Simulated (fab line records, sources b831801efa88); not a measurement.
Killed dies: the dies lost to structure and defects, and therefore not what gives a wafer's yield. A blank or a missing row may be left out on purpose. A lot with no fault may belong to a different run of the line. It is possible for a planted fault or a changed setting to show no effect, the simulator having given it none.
fab line records + flow gf180mcu
record
- lots=14
- wafers=42
- lastDay=34
route steps=602 shown DUAL_GATE@154 SALICIDE@279 CONTACT@288
lots that met no fault: from a run of the same line without faults
startH: hours from the record's opening day to when the first of the lot's shown wafers began + waitH: time in hours since the lot's previous step + " as in the row above + L1.1+2: one row covering several wafers at once + - no value, or no start given + * or withheld: withheld + < > ~ a bound
route shown NAME@n: names a module that has steps shown in the file, with the first one's number in the route + usual: average and standard deviation across the fault-free wafers + same: alike in all rows + chamber/n: place in a boat + sites: readings site by site + _std_site: how widely they spread, as a standard deviation + _edge_site: outer sites' mean less inner sites' + radiusMm: for every site, how far away it sits from the centre of the wafer + mask NAME#n: copy n + behind: the most recent tool/chamber to have shaped the wafer + hold: the reason the lot was held/the length of the hold in hours/how it ended + device: the n, p or np transistor that did not switch + end of line: the route-end tests of the same wafers + a step given without rows: its recipe and nothing more + killed: count of dies lost to structure and defects at first sort (not the wafer's yield) + map: the dies of a wafer, with x for killed, . for not killed, _ for no die there
set.NAME: the setting as run; set.NAME@STEP: as run at that earlier step + model.NAME: the simulator's own value behind a step, which no gauge read
one table for each step of the route and one row for each wafer, over a sample of lots
services: from which hour (startH, from the record's first day; less than 0 if before it) a tool's chamber was out of use, for how many hours, and why
## steps
# step GF_DUAL_GATE_STRIP_13
# recipe
- chemistry=O2/N2
- powerW=1400
- pressureMtorr=1500
- platenTempC=250
- o2FlowSccm=3000
- n2FlowSccm=300
- overashFraction=0.5
# usual
- drypumpMotorCurrentA=5.54/0.22
- heaterPowerW=328/29
- n2FlowSccm=300.2/0.84
- oesProductAu=0.715/0.0043
- stripTimeToEndpointS=12.638/0.028
| lot.wafer | tool           | chamber | startH | waitH | drypumpMotorCurrentA | heaterPowerW | n2FlowSccm | oesProductAu | rfHoursCounterH | stripTimeToEndpointS |
|-----------|----------------|---------|--------|-------|----------------------|--------------|------------|--------------|-----------------|----------------------|
| L411.3    | plasmaAsher-01 | 0       | 175.75 | 0.0   | 5.56                 | 281          | 300.7      | 0.716        | -               | 12.680               |
| L411.4    | "              | 1       | "      | "     | 5.94                 | 334          | 300.0      | 0.709        | -               | 12.697               |
| L411.6    | "              | 0       | "      | "     | 5.57                 | 289          | 300.6      | 0.708        | -               | 12.635               |
| L412.1    | plasmaAsher-01 | 0       | 180.71 | 0.0   | 5.61                 | 283          | 301.1      | 0.705        | 7               | 12.604               |
| L412.5    | "              | 0       | "      | "     | 5.59                 | 291          | 299.7      | 0.720        | -               | 12.619               |
| L412.6    | "              | 1       | "      | "     | 5.95                 | 330          | 300.3      | 0.720        | -               | 12.634               |
| L413.2    | plasmaAsher-03 | 1       | 193.68 | 0.0   | 5.33                 | 321          | 300.6      | 0.711        | 51              | 12.597               |
| L413.3    | "              | 1       | "      | "     | 5.33                 | 325          | 300.1      | 0.719        | -               | 12.621               |
| L413.6    | "              | 1       | "      | "     | 5.35                 | 318          | 299.8      | 0.711        | -               | 12.576               |
| L415.3    | plasmaAsher-04 | 1       | 203.84 | 0.0   | 5.29                 | 371          | 300.7      | 0.715        | -               | 12.645               |
| L415.5    | "              | 1       | "      | "     | 5.31                 | 372          | 300.2      | 0.711        | -               | 12.637               |
| L415.6    | "              | 0       | "      | "     | 5.57                 | 314          | 301.1      | 0.716        | -               | 12.648               |
| L417.2    | plasmaAsher-03 | 0       | 219.86 | 0.0   | 5.79                 | 325          | 300.3      | 0.716        | 54              | 12.610               |
| L417.4    | "              | 1       | "      | "     | 5.35                 | 320          | 300.5      | 0.711        | -               | 12.617               |
| L417.5    | "              | 0       | "      | "     | 5.77                 | 328          | 300.1      | 0.717        | -               | 12.617               |
| L418.2    | plasmaAsher-01 | 1       | 225.23 | 0.0   | 5.92                 | 335          | 299.7      | 0.722        | 11              | 12.626               |
| L418.4    | "              | 0       | "      | "     | 5.60                 | 283          | 300.6      | 0.719        | -               | 12.631               |
| L418.6    | "              | 1       | "      | "     | 5.91                 | 327          | 300.3      | 0.714        | -               | 12.651               |
| L419.1    | plasmaAsher-04 | 0       | 231.91 | 0.0   | 5.57                 | 307          | 300.0      | 0.716        | 43              | 12.622               |
| L419.5    | "              | 1       | "      | "     | 5.28                 | 377          | 300.8      | 0.719        | -               | 12.654               |
| L419.6    | "              | 0       | "      | "     | 5.55                 | 314          | 300.5      | 0.716        | -               | 12.651               |
| L420.1    | plasmaAsher-04 | 1       | 237.06 | 0.0   | 5.28                 | 369          | 300.1      | 0.711        | 43              | 12.671               |
| L420.3    | "              | 0       | "      | "     | 5.58                 | 301          | 301.6      | 0.711        | -               | 12.684               |
| L420.5    | "              | 0       | "      | "     | 5.60                 | 309          | 301.2      | 0.721        | -               | 12.687               |
| L429.2    | plasmaAsher-04 | 1       | 300.68 | 0.0   | 5.28                 | 370          | 301.4      | 0.708        | 50              | 12.637               |
| L429.3    | "              | 1       | "      | "     | 5.26                 | 363          | 300.3      | 0.720        | -               | 12.635               |
| L429.5    | "              | 1       | "      | "     | 5.28                 | 374          | 301.9      | 0.722        | -               | 12.601               |
| L430.3    | plasmaAsher-04 | 1       | 307.85 | 0.0   | 5.29                 | 380          | 300.3      | 0.714        | -               | 12.613               |
| L430.4    | "              | 0       | "      | "     | 5.57                 | 306          | 300.1      | 0.714        | -               | 12.635               |
| L430.6    | "              | 0       | "      | "     | 5.52                 | 311          | 301.6      | 0.717        | -               | 12.645               |
| L431.2    | plasmaAsher-03 | 1       | 317.03 | 0.0   | 5.30                 | 313          | 300.6      | 0.717        | 64              | 12.649               |
| L431.3    | "              | 0       | "      | "     | 5.81                 | 335          | 298.4      | 0.707        | -               | 12.680               |
| L431.4    | "              | 1       | "      | "     | 5.29                 | 321          | 299.6      | 0.714        | -               | 12.646               |
| L432.2    | plasmaAsher-03 | 1       | 322.81 | 0.0   | 5.33                 | 317          | 301.5      | 0.715        | 64              | 12.669               |
| L432.4    | "              | 1       | "      | "     | 5.32                 | 315          | 299.3      | 0.716        | -               | 12.629               |
| L432.6    | "              | 1       | "      | "     | 5.32                 | 315          | 299.8      | 0.715        | -               | 12.652               |
| L433.2    | plasmaAsher-03 | 1       | 333.31 | 0.0   | 5.32                 | 316          | 298.7      | 0.721        | 65              | 12.644               |
| L433.3    | "              | 1       | "      | "     | 5.31                 | 311          | 298.4      | 0.716        | -               | 12.650               |
| L433.5    | "              | 1       | "      | "     | 5.32                 | 316          | 299.5      | 0.717        | -               | 12.655               |
| L434.1    | plasmaAsher-04 | 0       | 334.92 | 0.0   | 5.57                 | 304          | 300.6      | 0.711        | 53              | 12.607               |
| L434.3    | "              | 1       | "      | "     | 5.30                 | 373          | 300.8      | 0.715        | -               | 12.644               |
| L434.6    | "              | 0       | "      | "     | 5.58                 | 314          | 300.6      | 0.708        | -               | 12.648               |
# step GF_SALICIDE_WET_ETCH_01
# recipe
- chemistry=dHF
- targetDepthNm=5
- dry=ipaMarangoni
- target=SiO2
- tempC=25
- dilution=100:1
- timeS=100
# usual
- tempC=25.02/0.11
| lot.wafer | tool        | chamber | startH | waitH | tempC |
|-----------|-------------|---------|--------|-------|-------|
| L411.3    | wetBench-03 | 3       | 340.37 | 0.0   | 25.03 |
| L411.4    | "           | 3       | "      | "     | 25.10 |
| L411.6    | "           | 3       | "      | "     | 25.01 |
| L412.1    | wetBench-02 | 2       | 346.66 | 0.0   | 25.03 |
| L412.5    | "           | 2       | "      | "     | 25.23 |
| L412.6    | "           | 2       | "      | "     | 25.12 |
| L413.2    | wetBench-02 | 3       | 358.42 | 0.0   | 25.04 |
| L413.3    | "           | 3       | "      | "     | 25.01 |
| L413.6    | "           | 3       | "      | "     | 25.05 |
| L415.3    | wetBench-04 | 1       | 375.13 | 0.0   | 25.20 |
| L415.5    | "           | 1       | "      | "     | 25.12 |
| L415.6    | "           | 1       | "      | "     | 25.02 |
| L417.2    | wetBench-02 | 3       | 393.17 | 0.0   | 24.99 |
| L417.4    | "           | 3       | "      | "     | 25.06 |
| L417.5    | "           | 3       | "      | "     | 25.15 |
| L418.2    | wetBench-02 | 3       | 409.70 | 0.0   | 25.06 |
| L418.4    | "           | 3       | "      | "     | 24.95 |
| L418.6    | "           | 3       | "      | "     | 24.97 |
| L419.1    | wetBench-02 | 1       | 414.76 | 0.0   | 25.69 |
| L419.5    | "           | 1       | "      | "     | 25.85 |
| L419.6    | "           | 1       | "      | "     | 25.81 |
| L420.1    | wetBench-02 | 3       | 420.90 | 0.0   | 25.96 |
| L420.3    | "           | 3       | "      | "     | 25.81 |
| L420.5    | "           | 3       | "      | "     | 26.01 |
| L429.2    | wetBench-03 | 2       | 495.79 | 0.0   | 24.99 |
| L429.3    | "           | 2       | "      | "     | 24.97 |
| L429.5    | "           | 2       | "      | "     | 24.82 |
| L430.3    | wetBench-04 | 0       | 501.28 | 0.0   | 25.11 |
| L430.4    | "           | 0       | "      | "     | 25.03 |
| L430.6    | "           | 0       | "      | "     | 24.92 |
| L431.2    | wetBench-04 | 0       | 512.83 | 0.0   | 25.12 |
| L431.3    | "           | 0       | "      | "     | 25.29 |
| L431.4    | "           | 0       | "      | "     | 25.02 |
| L432.2    | wetBench-03 | 1       | 519.46 | 0.0   | 24.85 |
| L432.4    | "           | 1       | "      | "     | 24.89 |
| L432.6    | "           | 1       | "      | "     | 24.80 |
| L433.2    | wetBench-02 | 3       | 528.96 | 0.0   | 25.11 |
| L433.3    | "           | 3       | "      | "     | 24.95 |
| L433.5    | "           | 3       | "      | "     | 25.06 |
| L434.1    | wetBench-03 | 3       | 534.85 | 0.0   | 25.06 |
| L434.3    | "           | 3       | "      | "     | 25.04 |
| L434.6    | "           | 3       | "      | "     | 25.04 |
# step GF_CONTACT_THK_MEAS_01
# recipe
- reads=SiO2_of_CONTACT_CVD_00
# usual
- CONTACT_CVD_00_THK=300/3.4
| lot.wafer | tool         | chamber | startH | waitH | CONTACT_CVD_00_THK[nm] |
|-----------|--------------|---------|--------|-------|------------------------|
| L411.3    | filmMetro-03 | -       | 341.12 | 0.0   | 302                    |
| L411.4    | "            | -       | "      | "     | 302                    |
| L411.6    | "            | -       | "      | "     | 303                    |
| L412.1    | filmMetro-01 | -       | 347.29 | 0.0   | 300                    |
| L412.5    | "            | -       | "      | "     | 303                    |
| L412.6    | "            | -       | "      | "     | 304                    |
| L413.2    | filmMetro-02 | -       | 359.04 | 0.0   | 302                    |
| L413.3    | "            | -       | "      | "     | 301                    |
| L413.6    | "            | -       | "      | "     | 310                    |
| L415.3    | filmMetro-03 | -       | 375.77 | 0.0   | 295                    |
| L415.5    | "            | -       | "      | "     | 297                    |
| L415.6    | "            | -       | "      | "     | 299                    |
| L417.2    | filmMetro-02 | -       | 393.79 | 0.0   | 304                    |
| L417.4    | "            | -       | "      | "     | 304                    |
| L417.5    | "            | -       | "      | "     | 304                    |
| L418.2    | filmMetro-03 | -       | 410.58 | 0.0   | 299                    |
| L418.4    | "            | -       | "      | "     | 295                    |
| L418.6    | "            | -       | "      | "     | 298                    |
| L419.1    | filmMetro-03 | -       | 415.41 | 0.0   | 298                    |
| L419.5    | "            | -       | "      | "     | 301                    |
| L419.6    | "            | -       | "      | "     | 299                    |
| L420.1    | filmMetro-03 | -       | 421.54 | 0.0   | 297                    |
| L420.3    | "            | -       | "      | "     | 294                    |
| L420.5    | "            | -       | "      | "     | 300                    |
| L429.2    | filmMetro-02 | -       | 496.52 | 0.0   | 303                    |
| L429.3    | "            | -       | "      | "     | 301                    |
| L429.5    | "            | -       | "      | "     | 301                    |
| L430.3    | filmMetro-02 | -       | 501.91 | 0.0   | 297                    |
| L430.4    | "            | -       | "      | "     | 300                    |
| L430.6    | "            | -       | "      | "     | 297                    |
| L431.2    | filmMetro-02 | -       | 513.45 | 0.0   | 297                    |
| L431.3    | "            | -       | "      | "     | 299                    |
| L431.4    | "            | -       | "      | "     | 296                    |
| L432.2    | filmMetro-02 | -       | 520.09 | 0.0   | 304                    |
| L432.4    | "            | -       | "      | "     | 304                    |
| L432.6    | "            | -       | "      | "     | 300                    |
| L433.2    | filmMetro-02 | -       | 529.58 | 0.0   | 303                    |
| L433.3    | "            | -       | "      | "     | 303                    |
| L433.5    | "            | -       | "      | "     | 303                    |
| L434.1    | filmMetro-02 | -       | 535.47 | 0.0   | 300                    |
| L434.3    | "            | -       | "      | "     | 302                    |
| L434.6    | "            | -       | "      | "     | 303                    |
# step GF_CONTACT_CVD_24
# recipe
- material=W
- targetThkNm=300
- timeS=90.339
- tempC=400
- pressureTorr=40
# usual
- heaterPowerW=823/67
| lot.wafer | tool    | chamber | startH | waitH | heaterPowerW |
|-----------|---------|---------|--------|-------|--------------|
| L411.3    | cvdW-01 | 0       | 364.32 | 0.1   | 794          |
| L411.4    | "       | 1       | "      | "     | 921          |
| L411.6    | "       | 1       | "      | "     | 948          |
| L412.1    | cvdW-02 | 1       | 370.07 | 0.0   | 812          |
| L412.5    | "       | 1       | "      | "     | 830          |
| L412.6    | "       | 0       | "      | "     | 816          |
| L413.2    | cvdW-02 | 0       | 382.81 | 0.0   | 838          |
| L413.3    | "       | 1       | "      | "     | 785          |
| L413.6    | "       | 1       | "      | "     | 808          |
| L415.3    | cvdW-01 | 0       | 399.81 | 0.1   | 804          |
| L415.5    | "       | 1       | "      | "     | 913          |
| L415.6    | "       | 0       | "      | "     | 783          |
| L417.2    | cvdW-02 | 1       | 418.59 | 0.0   | 757          |
| L417.4    | "       | 0       | "      | "     | 762          |
| L417.5    | "       | 1       | "      | "     | 775          |
| L418.2    | cvdW-01 | 1       | 436.17 | 0.0   | 929          |
| L418.4    | "       | 0       | "      | "     | 804          |
| L418.6    | "       | 0       | "      | "     | 816          |
| L419.1    | cvdW-02 | 1       | 441.31 | 0.0   | 745          |
| L419.5    | "       | 1       | "      | "     | 761          |
| L419.6    | "       | 0       | "      | "     | 760          |
| L420.1    | cvdW-02 | 0       | 447.13 | 0.0   | 764          |
| L420.3    | "       | 0       | "      | "     | 751          |
| L420.5    | "       | 1       | "      | "     | 752          |
| L429.2    | cvdW-01 | 0       | 521.57 | 0.0   | 793          |
| L429.3    | "       | 0       | "      | "     | 801          |
| L429.5    | "       | 0       | "      | "     | 804          |
| L430.3    | cvdW-01 | 0       | 527.10 | 0.1   | 812          |
| L430.4    | "       | 1       | "      | "     | 931          |
| L430.6    | "       | 0       | "      | "     | 802          |
| L431.2    | cvdW-01 | 0       | 538.58 | 0.0   | 840          |
| L431.3    | "       | 1       | "      | "     | 957          |
| L431.4    | "       | 0       | "      | "     | 816          |
| L432.2    | cvdW-01 | 1       | 544.93 | 0.0   | 913          |
| L432.4    | "       | 1       | "      | "     | 913          |
| L432.6    | "       | 1       | "      | "     | 925          |
| L433.2    | cvdW-01 | 1       | 552.58 | 0.0   | 920          |
| L433.3    | "       | 0       | "      | "     | 815          |
| L433.5    | "       | 0       | "      | "     | 819          |
| L434.1    | cvdW-02 | 1       | 559.03 | 0.0   | 768          |
| L434.3    | "       | 1       | "      | "     | 761          |
| L434.6    | "       | 1       | "      | "     | 767          |
## services
| tool           | chamber | startH | hours | kind        |
|----------------|---------|--------|-------|-------------|
| wetBench-04    | -       | 169.03 | 3.5   | repair      |
| plasmaAsher-01 | -       | 185.61 | 2.8   | pm          |
| plasmaAsher-03 | -       | 216.39 | 0.9   | repair      |
| cvdW-01        | 1       | 227.71 | 8.3   | repair      |
| cvdW-02        | -       | 241.29 | 2.8   | pm          |
| cvdW-01        | -       | 258.26 | 6.9   | pm          |
| cvdW-02        | -       | 280.84 | 0.4   | repair      |
| cvdW-01        | 0       | 302.59 | 14.9  | repair      |
| plasmaAsher-04 | -       | 308.97 | 1.9   | repair      |
| cvdW-02        | -       | 318.03 | 0.3   | repair      |
| plasmaAsher-01 | -       | 329.43 | 1.4   | repair      |
| cvdW-02        | 0       | 353.23 | 9.8   | repair      |
| plasmaAsher-04 | -       | 369.76 | 1.5   | repair      |
| cvdW-01        | -       | 377.63 | 2.6   | repair      |
| cvdW-02        | -       | 390.00 | 14.0  | pm          |
| cvdW-02        | 0       | 390.00 | 14.0  | ventCycle   |
| wetBench-04    | -       | 391.16 | 66.1  | pm          |
| plasmaAsher-01 | -       | 439.30 | 0.6   | repair      |
| cvdW-02        | 0       | 451.61 | 23.9  | repair      |
| plasmaAsher-01 | -       | 485.97 | 1.6   | repair      |
| wetBench-04    | -       | 493.15 | 4.8   | repair      |
| plasmaAsher-01 | -       | 516.03 | 0.4   | repair      |
| cvdW-01        | 0       | 538.16 | -     | calibration |
| cvdW-02        | -       | 542.16 | 14.6  | pm          |
## key
firstSign
- step=GF_SALICIDE_WET_ETCH_01
- reading=tempC
- direction=up
- sigmas=7.8
- usual=*
- struck=*
effect none on later readings
metAt GF_SALICIDE_WET_ETCH_01
struckLots L419,L420
testerLeftOut L419,L420
notActingAt GF_DUAL_GATE_STRIP_13,GF_CONTACT_THK_MEAS_01,GF_CONTACT_CVD_24
onsetBetween 409.70 414.76
fault
- kind=processParameterDrift
- tool=wetBench-02
- chamber=-
- onsetH=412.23
- steps=GF_SALICIDE_WET_ETCH_01
- channel=tempC
- offset=*
- shape=step
- endH=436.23
- actsIn=*
- stated=*
# testerLeftOut: of these lots the tester's yield and bins aren't shown, on N5 and GAA mostly nor the transistor test; their killed dies are dies lost to structure and defects alone, not to doping, threshold or leakage, so they don't give the yield
